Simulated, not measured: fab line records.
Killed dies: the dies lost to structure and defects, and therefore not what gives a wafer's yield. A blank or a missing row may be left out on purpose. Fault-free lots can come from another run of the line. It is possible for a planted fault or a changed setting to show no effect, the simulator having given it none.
fab line records :: flow sky130
record:
  lots: 6
  wafers: 18
  lastDay: 49
route steps=708 shown LDD_N@240
lots that met no fault: from a run of the same line without faults
startH: hours from the record's opening day to when the first of the lot's shown wafers began :: waitH: time in hours since the lot's previous step :: " the same as in the row above :: L1.1+2: a single row standing in for several wafers :: - either no value or no given start :: * or withheld: withheld :: < > ~ a bound
route shown NAME@n: NAME is a module with steps in the file, n the number in the route of the first one :: usual: mean and standard deviation over wafers with no fault :: same: alike in all rows :: chamber/n: place in a boat :: sites: readings site by site :: _std_site: standard deviation across them :: _edge_site: inner sites' mean taken away from outer sites' mean :: radiusMm: for every site, how far away it sits from the centre of the wafer :: mask NAME#n: copy n :: behind: the tool/chamber that last shaped the wafer :: hold: why the lot went on hold/how many hours it stayed there/how the hold came to an end :: device: the transistor (n, p or np) that didn't switch :: end of line: tests of these same wafers at the route's end :: a step given without rows: its recipe and nothing more :: killed: not the wafer's yield, but the dies lost to structure and defects at the first sort :: map: per-die view of a wafer (x killed, . not killed, _ where there is no die)
set.NAME: the setting that was run; set.NAME@STEP: the one run at that earlier step :: model.NAME: the simulator's own value behind a step, which no gauge read
a table for each step, a row for each wafer; lots at some steps of the route
services: from which hour (startH, from the record's first day; less than 0 if before it) a tool's chamber was out of use, for how many hours, and why
== steps ==
step: SKY_LDD_N_SOFTBAKE_03
recipe:
  tempC: 90
  timeS: 60
  resist: NOVOLAK
step: SKY_LDD_N_EXPOSE_04
recipe:
  maskId: NTM
  targetCdNm: 840
  na: 0.6
  sourceShape: conventional
  sigmaOuter: 0.6
  doseMj: 110
step: SKY_LDD_N_PEB_05
recipe:
  tempC: withheld
  timeS: *
  resist: NOVOLAK
step: SKY_LDD_N_DEVELOP_06
recipe:
  developTimeS: 60
  devTempC: 23
step: SKY_LDD_N_OVL_MEAS_07
usual:
  LDD_N_OVL: -0.4/1.2
lot.wafer: L514.4
tool: overlay-01
chamber: -
startH: 430.49
waitH: 0.1
LDD_N_OVL[nm]: 2.0

lot.wafer: L514.5
tool: overlay-01
chamber: -
startH: 430.49
waitH: 0.1
LDD_N_OVL[nm]: 1.3

lot.wafer: L514.6
tool: overlay-01
chamber: -
startH: 430.49
waitH: 0.1
LDD_N_OVL[nm]: 2.3

lot.wafer: L521.2
tool: overlay-02
chamber: -
startH: 493.32
waitH: 0.1
LDD_N_OVL[nm]: 0.6

lot.wafer: L521.3
tool: overlay-02
chamber: -
startH: 493.32
waitH: 0.1
LDD_N_OVL[nm]: -1.4

lot.wafer: L521.5
tool: overlay-02
chamber: -
startH: 493.32
waitH: 0.1
LDD_N_OVL[nm]: 0.2

lot.wafer: L522.1
tool: overlay-01
chamber: -
startH: 499.41
waitH: 0.1
LDD_N_OVL[nm]: 0.7

lot.wafer: L522.2
tool: overlay-01
chamber: -
startH: 499.41
waitH: 0.1
LDD_N_OVL[nm]: -1.3

lot.wafer: L522.3
tool: overlay-01
chamber: -
startH: 499.41
waitH: 0.1
LDD_N_OVL[nm]: 0.4

lot.wafer: L525.2
tool: overlay-02
chamber: -
startH: 536.27
waitH: 0.1
LDD_N_OVL[nm]: -1.7

lot.wafer: L525.4
tool: overlay-02
chamber: -
startH: 536.27
waitH: 0.1
LDD_N_OVL[nm]: -0.8

lot.wafer: L525.6
tool: overlay-02
chamber: -
startH: 536.27
waitH: 0.1
LDD_N_OVL[nm]: -1.0

lot.wafer: L529.1
tool: overlay-01
chamber: -
startH: 553.27
waitH: 0.1
LDD_N_OVL[nm]: 0.1

lot.wafer: L529.2
tool: overlay-01
chamber: -
startH: 553.27
waitH: 0.1
LDD_N_OVL[nm]: 0.5

lot.wafer: L529.5
tool: overlay-01
chamber: -
startH: 553.27
waitH: 0.1
LDD_N_OVL[nm]: -0.1

lot.wafer: L532.1
tool: overlay-01
chamber: -
startH: 575.17
waitH: 0.1
LDD_N_OVL[nm]: 1.6

lot.wafer: L532.2
tool: overlay-01
chamber: -
startH: 575.17
waitH: 0.1
LDD_N_OVL[nm]: -0.5

lot.wafer: L532.6
tool: overlay-01
chamber: -
startH: 575.17
waitH: 0.1
LDD_N_OVL[nm]: 2.1
step: SKY_LDD_N_IMPLANT_08
recipe:
  species: As
  energyKev: 20
  doseCm2: 7.5e+13
  tiltDeg: withheld
  rotationDeg: 23
step: SKY_LDD_N_IMPLANT_09
recipe:
  species: As
  energyKev: 20
  doseCm2: 7.5e+13
  tiltDeg: withheld
  rotationDeg: 113
step: SKY_LDD_N_IMPLANT_10
recipe:
  species: As
  energyKev: 20
  doseCm2: 7.5e+13
  tiltDeg: withheld
  rotationDeg: 203
step: SKY_LDD_N_IMPLANT_11
recipe:
  species: As
  energyKev: 20
  doseCm2: 7.5e+13
  tiltDeg: withheld
  rotationDeg: 293
step: SKY_LDD_N_IMPLANT_12
recipe:
  species: BF2
  energyKev: 50
  doseCm2: 5e+12
  tiltDeg: 30
  rotationDeg: 0
step: SKY_LDD_N_IMPLANT_13
recipe:
  species: BF2
  energyKev: 50
  doseCm2: 5e+12
  tiltDeg: 30
  rotationDeg: 90
step: SKY_LDD_N_IMPLANT_14
recipe:
  species: BF2
  energyKev: 50
  doseCm2: 5e+12
  tiltDeg: 30
  rotationDeg: 180
step: SKY_LDD_N_IMPLANT_15
recipe:
  species: BF2
  energyKev: 50
  doseCm2: 5e+12
  tiltDeg: 30
  rotationDeg: 270
usual:
  beamEnergyKeV: 50.001/0.016
  beamOnS: 10.02/0.21
  faradayCurrentUA: 28.2/0.6
lot.wafer: L514.4
tool: implanter-03
chamber: 0
startH: 431.63
waitH: 0.1
beamEnergyKeV: 50.019
beamOnS: 10.09
faradayCurrentUA: 28.0

lot.wafer: L514.5
tool: implanter-03
chamber: 0
startH: 431.63
waitH: 0.1
beamEnergyKeV: 49.993
beamOnS: 9.78
faradayCurrentUA: 28.8

lot.wafer: L514.6
tool: implanter-03
chamber: 0
startH: 431.63
waitH: 0.1
beamEnergyKeV: 50.025
beamOnS: 9.88
faradayCurrentUA: 28.5

lot.wafer: L521.2
tool: implanter-04
chamber: -
startH: 494.42
waitH: 0.1
beamEnergyKeV: -
beamOnS: -
faradayCurrentUA: -

lot.wafer: L521.3
tool: implanter-04
chamber: -
startH: 494.42
waitH: 0.1
beamEnergyKeV: -
beamOnS: -
faradayCurrentUA: -

lot.wafer: L521.5
tool: implanter-04
chamber: -
startH: 494.42
waitH: 0.1
beamEnergyKeV: -
beamOnS: -
faradayCurrentUA: -

lot.wafer: L522.1
tool: implanter-01
chamber: -
startH: 500.50
waitH: 0.1
beamEnergyKeV: -
beamOnS: -
faradayCurrentUA: -

lot.wafer: L522.2
tool: implanter-01
chamber: -
startH: 500.50
waitH: 0.1
beamEnergyKeV: -
beamOnS: -
faradayCurrentUA: -

lot.wafer: L522.3
tool: implanter-01
chamber: -
startH: 500.50
waitH: 0.1
beamEnergyKeV: -
beamOnS: -
faradayCurrentUA: -

lot.wafer: L525.2
tool: implanter-04
chamber: 0
startH: 537.37
waitH: 0.1
beamEnergyKeV: 49.998
beamOnS: 9.98
faradayCurrentUA: 28.2

lot.wafer: L525.4
tool: implanter-04
chamber: 0
startH: 537.37
waitH: 0.1
beamEnergyKeV: 49.994
beamOnS: 9.99
faradayCurrentUA: 28.3

lot.wafer: L525.6
tool: implanter-04
chamber: 0
startH: 537.37
waitH: 0.1
beamEnergyKeV: 50.011
beamOnS: 9.99
faradayCurrentUA: 28.1

lot.wafer: L529.1
tool: implanter-01
chamber: 0
startH: 554.35
waitH: 0.1
beamEnergyKeV: 50.011
beamOnS: 10.16
faradayCurrentUA: 27.7

lot.wafer: L529.2
tool: implanter-01
chamber: 0
startH: 554.35
waitH: 0.1
beamEnergyKeV: 50.005
beamOnS: 10.17
faradayCurrentUA: 27.7

lot.wafer: L529.5
tool: implanter-01
chamber: 0
startH: 554.35
waitH: 0.1
beamEnergyKeV: 50.024
beamOnS: 10.02
faradayCurrentUA: 28.1

lot.wafer: L532.1
tool: implanter-03
chamber: 0
startH: 576.25
waitH: 0.1
beamEnergyKeV: 50.023
beamOnS: 10.17
faradayCurrentUA: 27.7

lot.wafer: L532.2
tool: implanter-03
chamber: 0
startH: 576.25
waitH: 0.1
beamEnergyKeV: 50.032
beamOnS: 10.07
faradayCurrentUA: 27.9

lot.wafer: L532.6
tool: implanter-03
chamber: 0
startH: 576.25
waitH: 0.1
beamEnergyKeV: 50.034
beamOnS: 9.70
faradayCurrentUA: 29.0
step: SKY_LDD_N_STRIP_16
recipe:
  chemistry: O2/N2
  powerW: 1400
  pressureMtorr: 1500
  platenTempC: withheld
  o2FlowSccm: 3000
  n2FlowSccm: 300
  overashFraction: 0.5
usual:
  drypumpMotorCurrentA: 6.02/0.23
  oesProductAu: 0.406/0.0052
  stripTimeToEndpointS: 4.305/0.013
lot.wafer: L514.4
tool: plasmaAsher-03
chamber: 0
startH: 431.74
waitH: 0.1
drypumpMotorCurrentA: 6.19
oesProductAu: 0.401
rfHoursCounterH: -
stripTimeToEndpointS: 4.290

lot.wafer: L514.5
tool: plasmaAsher-03
chamber: 1
startH: 431.74
waitH: 0.1
drypumpMotorCurrentA: 5.90
oesProductAu: 0.409
rfHoursCounterH: -
stripTimeToEndpointS: 4.292

lot.wafer: L514.6
tool: plasmaAsher-03
chamber: 0
startH: 431.74
waitH: 0.1
drypumpMotorCurrentA: 6.16
oesProductAu: 0.398
rfHoursCounterH: -
stripTimeToEndpointS: 4.303

lot.wafer: L521.2
tool: plasmaAsher-04
chamber: 1
startH: 494.55
waitH: 0.1
drypumpMotorCurrentA: 5.99
oesProductAu: 0.405
rfHoursCounterH: 67
stripTimeToEndpointS: 4.279

lot.wafer: L521.3
tool: plasmaAsher-04
chamber: 0
startH: 494.55
waitH: 0.1
drypumpMotorCurrentA: 6.06
oesProductAu: 0.404
rfHoursCounterH: -
stripTimeToEndpointS: 4.325

lot.wafer: L521.5
tool: plasmaAsher-04
chamber: 1
startH: 494.55
waitH: 0.1
drypumpMotorCurrentA: 5.99
oesProductAu: 0.411
rfHoursCounterH: -
stripTimeToEndpointS: 4.288

lot.wafer: L522.1
tool: plasmaAsher-02
chamber: 1
startH: 500.65
waitH: 0.1
drypumpMotorCurrentA: 5.52
oesProductAu: 0.407
rfHoursCounterH: 77
stripTimeToEndpointS: 4.274

lot.wafer: L522.2
tool: plasmaAsher-02
chamber: 0
startH: 500.65
waitH: 0.1
drypumpMotorCurrentA: 6.37
oesProductAu: 0.401
rfHoursCounterH: 77
stripTimeToEndpointS: 4.286

lot.wafer: L522.3
tool: plasmaAsher-02
chamber: 0
startH: 500.65
waitH: 0.1
drypumpMotorCurrentA: 6.36
oesProductAu: 0.407
rfHoursCounterH: -
stripTimeToEndpointS: 4.286

lot.wafer: L525.2
tool: plasmaAsher-02
chamber: 1
startH: 537.50
waitH: 0.1
drypumpMotorCurrentA: 5.53
oesProductAu: 0.400
rfHoursCounterH: 81
stripTimeToEndpointS: 4.319

lot.wafer: L525.4
tool: plasmaAsher-02
chamber: 0
startH: 537.50
waitH: 0.1
drypumpMotorCurrentA: 6.38
oesProductAu: 0.406
rfHoursCounterH: -
stripTimeToEndpointS: 4.315

lot.wafer: L525.6
tool: plasmaAsher-02
chamber: 1
startH: 537.50
waitH: 0.1
drypumpMotorCurrentA: 5.53
oesProductAu: 0.405
rfHoursCounterH: -
stripTimeToEndpointS: 4.275

lot.wafer: L529.1
tool: plasmaAsher-03
chamber: 1
startH: 554.50
waitH: 0.1
drypumpMotorCurrentA: 5.96
oesProductAu: 0.410
rfHoursCounterH: 40
stripTimeToEndpointS: 4.285

lot.wafer: L529.2
tool: plasmaAsher-03
chamber: 0
startH: 554.50
waitH: 0.1
drypumpMotorCurrentA: 6.13
oesProductAu: 0.411
rfHoursCounterH: 40
stripTimeToEndpointS: 4.300

lot.wafer: L529.5
tool: plasmaAsher-03
chamber: 0
startH: 554.50
waitH: 0.1
drypumpMotorCurrentA: 6.14
oesProductAu: 0.403
rfHoursCounterH: -
stripTimeToEndpointS: 4.302

lot.wafer: L532.1
tool: plasmaAsher-03
chamber: 1
startH: 576.40
waitH: 0.1
drypumpMotorCurrentA: 5.98
oesProductAu: 0.411
rfHoursCounterH: 42
stripTimeToEndpointS: 4.296

lot.wafer: L532.2
tool: plasmaAsher-03
chamber: 0
startH: 576.40
waitH: 0.1
drypumpMotorCurrentA: 6.17
oesProductAu: 0.409
rfHoursCounterH: 42
stripTimeToEndpointS: 4.304

lot.wafer: L532.6
tool: plasmaAsher-03
chamber: 0
startH: 576.40
waitH: 0.1
drypumpMotorCurrentA: 6.12
oesProductAu: 0.410
rfHoursCounterH: -
stripTimeToEndpointS: 4.309
== services ==
tool: implanter-01
chamber: -
startH: 420.57
hours: 4.5
kind: pm

tool: implanter-04
chamber: -
startH: 425.16
hours: 4.6
kind: pm

tool: plasmaAsher-02
chamber: -
startH: 440.36
hours: 0.7
kind: repair

tool: plasmaAsher-03
chamber: -
startH: 503.02
hours: 2.1
kind: repair

tool: plasmaAsher-03
chamber: -
startH: 504.32
hours: 9.4
kind: repair

tool: plasmaAsher-02
chamber: -
startH: 510.84
hours: 2.8
kind: pm

tool: implanter-01
chamber: -
startH: 516.66
hours: 3.5
kind: pm

tool: implanter-01
chamber: -
startH: 522.52
hours: 2.6
kind: repair

tool: implanter-03
chamber: -
startH: 523.35
hours: 3.8
kind: pm

tool: implanter-03
chamber: -
startH: 536.53
hours: 21.0
kind: pm

tool: implanter-01
chamber: -
startH: 541.86
hours: 3.3
kind: repair

tool: implanter-01
chamber: -
startH: 569.36
hours: 2.3
kind: repair

tool: plasmaAsher-03
chamber: -
startH: 571.29
hours: 1.4
kind: repair
== key ==
firstSign:
  step: SKY_LDD_N_IMPLANT_15
  reading: toolRecord
  direction: missing
effect none on later readings
metAt SKY_LDD_N_IMPLANT_15
struckWafers L521.2,L521.3,L521.5,L522.1,L522.2,L522.3
laterRowsLeftOut L521.2,L521.3,L521.5,L522.1,L522.2,L522.3
sortLeftOut L521.2,L521.3,L521.5,L522.1,L522.2,L522.3
testerLeftOut L521,L522
fault:
  kind: skippedStepWhole
  tool: implanter-01,implanter-04
  chamber: -
  onsetH: 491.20
  steps: SKY_LDD_N_IMPLANT_15
  scope: struckLotsOnly
testerLeftOut: of these lots the tester's yield and bins aren't shown, on N5 and GAA mostly nor the transistor test; their killed dies are dies lost to structure and defects alone, not to doping, threshold or leakage, so they don't give the yield
sortLeftOut: the simulated sort isn't trusted on such a fault, so these wafers' sort isn't shown, and their yield isn't known
laterRowsLeftOut: the simulator's readings of these wafers behind a module that went badly wrong aren't trusted and aren't shown, but for the sort
